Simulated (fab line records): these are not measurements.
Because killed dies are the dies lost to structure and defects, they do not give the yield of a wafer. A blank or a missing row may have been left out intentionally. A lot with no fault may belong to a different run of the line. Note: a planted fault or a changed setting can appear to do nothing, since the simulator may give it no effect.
fab line records    flow sky130
record: lots: 13  wafers: 39  last-day: 50
route steps=708 shown FIELD_ISO@19 POLY_GATE@227
lots with no fault: from the same line, run without faults
start-h: start of the lot's first displayed wafer, in hours after the record's first day    wait-h: hours elapsed since this lot's preceding step    " unchanged from the row above    L1.1+2: a row that stands for several wafers    - no value, or no start was given    * or withheld: withheld    < > ~ a bound
route shown NAME@n: names a module that has steps shown in the file, with the first one's number in the route    usual: mean and standard deviation over wafers with no fault    same: alike in all rows    chamber/n: place in a boat    sites: per-site readings    _std_site: the standard deviation of these    _edge_site: mean of outer sites minus mean of inner sites    radius-mm: for every site, how far away it sits from the centre of the wafer    mask NAME#n: copy n    behind: the tool/chamber that last shaped the wafer    hold: what put the lot on hold/how long, in hours/how the hold closed    device: names the non-switching transistor (n, p or np)    end of line: the same wafers' tests at the end of the route    a step with no rows: only its recipe    killed: not the wafer's yield, but the dies lost to structure and defects at the first sort    map: dies across one wafer; x = killed, . = not, _ = none there
set.NAME: the setting the step ran with; set.NAME@STEP: the setting that earlier step ran with    model.NAME: the simulator's own value behind a step, which no gauge read
route steps across a sampled set of lots; one table per step, one row per wafer
services: a tool's chamber out of use, with start hour (start-h, from the record's first day; less than 0 if before it), hours out, and reason
== steps ==
step: SKY_FIELD_ISO_WET_ETCH_18
recipe: chemistry: H3PO4  target-depth-nm: 25  temp-c: 160  target: Si3N4  time-s: 286
usual: run-length-s: 313.3/2.7
lot.wafer  tool          chamber  start-h  wait-h  run-length-s
L252.2     wet-bench-01  3        40.63    0.0     311.2
L252.3     "             3        "        "       311.2
L252.6     "             3        "        "       311.2
L253.3     wet-bench-01  2        47.63    0.0     312.2
L253.5     "             2        "        "       312.2
L253.6     "             2        "        "       312.2
L254.1     wet-bench-01  1        55.51    0.0     312.4
L254.2     "             1        "        "       312.4
L254.6     "             1        "        "       312.4
L255.1     wet-bench-01  2        59.13    0.0     313.8
L255.4     "             2        "        "       313.8
L255.6     "             2        "        "       313.8
L256.1     wet-bench-01  0        61.51    0.0     313.4
L256.3     "             0        "        "       313.4
L256.5     "             0        "        "       313.4
L257.1     wet-bench-03  1        68.06    0.0     311.8
L257.4     "             1        "        "       311.8
L257.5     "             1        "        "       311.8
L258.1     wet-bench-04  2        72.58    0.0     312.1
L258.2     "             2        "        "       312.1
L258.5     "             2        "        "       312.1
L261.3     wet-bench-04  3        90.98    0.0     313.1
L261.4     "             3        "        "       313.1
L261.6     "             3        "        "       313.1
L262.4     wet-bench-01  2        94.92    0.1     312.7
L262.5     "             2        "        "       312.7
L262.6     "             2        "        "       312.7
L265.3     wet-bench-04  3        108.93   0.0     319.9
L265.4     "             3        "        "       319.9
L265.6     "             3        "        "       319.9
L269.1     wet-bench-04  2        131.03   0.0     488.1
L269.2     "             2        "        "       488.1
L269.4     "             2        "        "       488.1
L271.3     wet-bench-03  1        140.11   0.0     311.9
L271.4     "             1        "        "       311.9
L271.5     "             1        "        "       311.9
L272.1     wet-bench-04  0        145.43   0.0     488.5
L272.2     "             0        "        "       488.5
L272.4     "             0        "        "       488.5
step: SKY_POLY_GATE_CD_MEAS_13
recipe: target-cd-nm: 150
usual: cd-nm: 150.5/1.4
lot.wafer  tool       chamber  start-h  wait-h  cd-nm
L252.2     cd-sem-01  -        407.11   -       150.8
L252.3     "          -        "        "       149.3
L252.6     "          -        "        "       150.6
L253.3     cd-sem-01  -        414.58   -       149.7
L253.5     "          -        "        "       149.8
L253.6     "          -        "        "       151.5
L254.1     cd-sem-01  -        433.52   -       149.7
L254.2     "          -        "        "       150.4
L254.6     "          -        "        "       150.9
L255.1     cd-sem-01  -        441.52   -       154.1
L255.4     "          -        "        "       152.5
L255.6     "          -        "        "       151.7
L256.1     cd-sem-01  -        451.49   -       149.3
L256.3     "          -        "        "       150.1
L256.5     "          -        "        "       150.3
L257.1     cd-sem-02  -        452.24   -       149.6
L257.4     "          -        "        "       148.4
L257.5     "          -        "        "       149.9
L258.1     cd-sem-02  -        460.77   -       149.0
L258.2     "          -        "        "       151.5
L258.5     "          -        "        "       149.3
L261.3     cd-sem-01  -        483.46   -       151.5
L261.4     "          -        "        "       149.9
L261.6     "          -        "        "       151.2
L262.4     cd-sem-02  -        493.68   -       149.4
L262.5     "          -        "        "       149.7
L262.6     "          -        "        "       149.5
L265.3     cd-sem-01  -        507.58   -       151.3
L265.4     "          -        "        "       152.4
L265.6     "          -        "        "       151.3
L269.1     cd-sem-02  -        541.84   -       152.7
L269.2     "          -        "        "       152.5
L269.4     "          -        "        "       152.3
L271.3     cd-sem-01  -        552.61   -       148.9
L271.4     "          -        "        "       150.7
L271.5     "          -        "        "       150.7
L272.1     cd-sem-01  -        555.64   -       150.6
L272.2     "          -        "        "       150.8
L272.4     "          -        "        "       150.3
step: SKY_POLY_GATE_STRIP_18
recipe: chemistry: O2/N2  power-w: 1400  pressure-mtorr: 1500  platen-temp-c: withheld  o2-flow-sccm: 3000  n2-flow-sccm: 300  overash-fraction: 0.5
usual: drypump-motor-current-A: 5.5/0.35  oes-product-au: 0.360/0.0047  strip-time-to-endpoint-s: 3.17/0.039
lot.wafer  tool             chamber  start-h  wait-h  drypump-motor-current-A  oes-product-au  rf-hours-counter-h  strip-time-to-endpoint-s
L252.2     plasma-asher-04  1        407.48   0.0     5.9                      0.360           69                  3.15
L252.3     "                1        "        "       5.9                      0.359           -                   3.20
L252.6     "                0        "        "       5.9                      0.365           -                   3.18
L253.3     plasma-asher-04  1        414.96   0.1     5.9                      0.359           -                   3.13
L253.5     "                1        "        "       5.9                      0.359           -                   3.17
L253.6     "                0        "        "       5.9                      0.361           -                   3.12
L254.1     plasma-asher-01  0        433.91   0.0     5.1                      0.366           29                  3.14
L254.2     "                1        "        "       5.3                      0.365           29                  3.17
L254.6     "                1        "        "       5.3                      0.363           -                   3.15
L255.1     plasma-asher-01  1        441.91   0.0     5.3                      0.354           30                  3.13
L255.4     "                1        "        "       5.3                      0.361           -                   3.09
L255.6     "                0        "        "       5.1                      0.359           -                   3.14
L256.1     plasma-asher-04  1        451.88   0.0     5.9                      0.359           2                   3.16
L256.3     "                0        "        "       5.9                      0.364           -                   3.09
L256.5     "                1        "        "       5.9                      0.362           -                   3.17
L257.1     plasma-asher-01  1        452.63   0.0     5.3                      0.361           31                  3.21
L257.4     "                1        "        "       5.3                      0.357           -                   3.15
L257.5     "                0        "        "       5.1                      0.362           -                   3.15
L258.1     plasma-asher-01  0        461.16   0.0     5.1                      0.352           32                  3.16
L258.2     "                1        "        "       5.3                      0.361           32                  3.10
L258.5     "                1        "        "       5.3                      0.352           -                   3.14
L261.3     plasma-asher-04  1        483.84   0.1     5.8                      0.359           -                   3.17
L261.4     "                0        "        "       5.9                      0.361           -                   3.20
L261.6     "                0        "        "       5.9                      0.360           -                   3.15
L262.4     plasma-asher-04  0        494.04   0.1     5.9                      0.363           -                   3.19
L262.5     "                1        "        "       5.9                      0.364           -                   3.17
L262.6     "                0        "        "       5.9                      0.362           -                   3.20
L265.3     plasma-asher-04  0        507.96   0.1     5.9                      0.357           -                   3.08
L265.4     "                1        "        "       5.8                      0.348           -                   3.12
L265.6     "                0        "        "       5.9                      0.362           -                   3.10
L269.1     plasma-asher-01  1        542.23   0.0     5.3                      0.363           40                  3.10
L269.2     "                0        "        "       5.1                      0.359           40                  3.18
L269.4     "                0        "        "       5.1                      0.362           -                   3.21
L271.3     plasma-asher-01  0        552.99   0.1     5.1                      0.359           -                   3.13
L271.4     "                1        "        "       5.3                      0.357           -                   3.13
L271.5     "                1        "        "       5.3                      0.354           -                   3.14
L272.1     plasma-asher-04  0        556.03   0.0     5.9                      0.359           14                  3.23
L272.2     "                1        "        "       5.9                      0.358           14                  3.18
L272.4     "                0        "        "       5.9                      0.372           -                   3.15
step: SKY_POLY_GATE_CD_MEAS_22
usual: cd-nm: 152.1/2
lot.wafer  tool       chamber  start-h  wait-h  cd-nm
L252.2     cd-sem-02  -        408.97   0.1     154.0
L252.3     "          -        "        "       148.0
L252.6     "          -        "        "       152.9
L253.3     cd-sem-02  -        416.45   0.1     153.3
L253.5     "          -        "        "       151.6
L253.6     "          -        "        "       154.5
L254.1     cd-sem-02  -        435.37   0.1     148.5
L254.2     "          -        "        "       151.5
L254.6     "          -        "        "       152.1
L255.1     cd-sem-02  -        443.37   0.1     155.5
L255.4     "          -        "        "       153.5
L255.6     "          -        "        "       156.0
L256.1     cd-sem-02  -        454.60   0.1     151.6
L256.3     "          -        "        "       152.6
L256.5     "          -        "        "       153.1
L257.1     cd-sem-01  -        454.61   0.1     149.1
L257.4     "          -        "        "       148.0
L257.5     "          -        "        "       149.2
L258.1     cd-sem-02  -        462.62   0.1     149.6
L258.2     "          -        "        "       154.0
L258.5     "          -        "        "       154.3
L261.3     cd-sem-02  -        485.34   0.1     154.6
L261.4     "          -        "        "       153.7
L261.6     "          -        "        "       152.9
L262.4     cd-sem-01  -        495.55   0.1     153.7
L262.5     "          -        "        "       153.6
L262.6     "          -        "        "       151.5
L265.3     cd-sem-01  -        509.45   0.1     151.2
L265.4     "          -        "        "       151.4
L265.6     "          -        "        "       151.9
L269.1     cd-sem-01  -        543.75   0.1     155.7
L269.2     "          -        "        "       154.0
L269.4     "          -        "        "       154.2
L271.3     cd-sem-01  -        554.47   0.1     150.1
L271.4     "          -        "        "       150.4
L271.5     "          -        "        "       151.3
L272.1     cd-sem-02  -        557.68   0.1     151.9
L272.2     "          -        "        "       150.2
L272.4     "          -        "        "       152.9
== services ==
tool             chamber  start-h  hours  kind
plasma-asher-04  -        103.02   1.0    repair
plasma-asher-01  -        108.75   9.0    pm
plasma-asher-01  0        108.75   9.0    vent-cycle
plasma-asher-01  1        108.75   9.0    vent-cycle
plasma-asher-01  0        117.75   -      clean
plasma-asher-01  1        117.75   -      clean
plasma-asher-01  -        170.90   0.9    repair
plasma-asher-01  -        208.59   2.8    repair
wet-bench-04     -        247.36   2.5    repair
plasma-asher-04  -        300.06   2.8    pm
plasma-asher-01  -        346.35   14.6   pm
plasma-asher-04  -        421.25   9.0    pm
plasma-asher-04  0        421.25   9.0    vent-cycle
plasma-asher-04  1        421.25   9.0    vent-cycle
plasma-asher-04  0        430.25   -      clean
plasma-asher-04  1        430.25   -      clean
wet-bench-04     -        431.05   2.2    repair
wet-bench-04     -        439.43   2.0    repair
wet-bench-03     -        445.09   1.9    pm
== key ==
first-sign: step: SKY_FIELD_ISO_WET_ETCH_18  reading: run-length-s  direction: up  sigmas: 66  usual: *  struck: *
effect none on later readings
met-at SKY_FIELD_ISO_WET_ETCH_18
struck-lots L269,L272
tester-left-out L269,L272
not-acting-at SKY_POLY_GATE_CD_MEAS_13,SKY_POLY_GATE_STRIP_18,SKY_POLY_GATE_CD_MEAS_22
onset-between 108.93 131.03
fault: kind: process-parameter-drift  tool: wet-bench-04  chamber: -  onset-h: 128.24  steps: SKY_FIELD_ISO_WET_ETCH_18  channel: time-s  offset: *  shape: step  end-h: 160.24  acts-in: *  stated: *
tester-left-out: of these lots the tester's yield and bins aren't shown, on N5 and GAA mostly nor the transistor test; their killed dies are dies lost to structure and defects alone, not to doping, threshold or leakage, so they don't give the yield
